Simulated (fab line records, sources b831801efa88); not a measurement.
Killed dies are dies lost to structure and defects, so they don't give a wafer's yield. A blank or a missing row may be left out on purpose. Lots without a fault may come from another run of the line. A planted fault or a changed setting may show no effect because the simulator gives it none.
Chamber matching | flow sky130 | SKY_METAL4_ETCH_17 on rie_diel-01: 4 sister chambers
The step etches SiO2 in C4F8/O2/Ar, stops on TiN, time 3.9 s, target depth 15 nm. 4 wafers are shown with their chamber, then 12 later ones without.

WAFERS WITH THEIR CHAMBER
wafer  | chamber | oes_product_au (a.u.)
L088.2 | 3       | 0.753
L088.3 | 2       | 0.749
L088.5 | 1       | 0.751
L088.6 | 0       | 0.769

WAFERS WITHOUT THEIR CHAMBER
wafer  | oes_product_au (a.u.)
L090.1 | 0.757
L090.5 | 0.764
L090.6 | 0.748
L095.3 | 0.746
L095.4 | 0.763
L095.5 | 0.754
L096.2 | 0.757
L096.3 | 0.746
L096.4 | 0.748
L097.3 | 0.752
L097.4 | 0.763
L097.5 | 0.746

WHICH CHAMBER EACH WENT THROUGH
wafer  | from the rows above          | in truth
L090.1 | can't be placed: 3 or 1 or 2 | 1
L090.5 | can't be placed: 0 or 3      | 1
L090.6 | can't be placed: 2 or 1 or 3 | 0
L095.3 | can't be placed: 2 or 1 or 3 | 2
L095.4 | can't be placed: 0 or 3 or 1 | 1
L095.5 | can't be placed: 3 or 1 or 2 | 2
L096.2 | can't be placed: 3 or 1 or 2 | 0
L096.3 | can't be placed: 2 or 1 or 3 | 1
L096.4 | can't be placed: 2 or 1 or 3 | 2
L097.3 | can't be placed: 1 or 3 or 2 | 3
L097.4 | can't be placed: 0 or 3 or 1 | 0
L097.5 | can't be placed: 2 or 1 or 3 | 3
Placed correctly: 0 of 12. Can't be placed from these rows: 12 (the true chamber is among the candidates in 9). Placed wrongly: 0.
How it was worked out, from the rows above alone: a wafer's distance from a chamber is the root of the sum, over the readings, of the square of ((its reading less the chamber's mean) divided by the reading's scatter). The wafer belongs to the nearest chamber; if the next one is less than 2 further off, it can't be placed. A chamber's mean is the mean of its shown wafers. The scatter: with one shown wafer a chamber, the root of the mean of the squares of how far each hidden wafer lies from its nearest shown one.
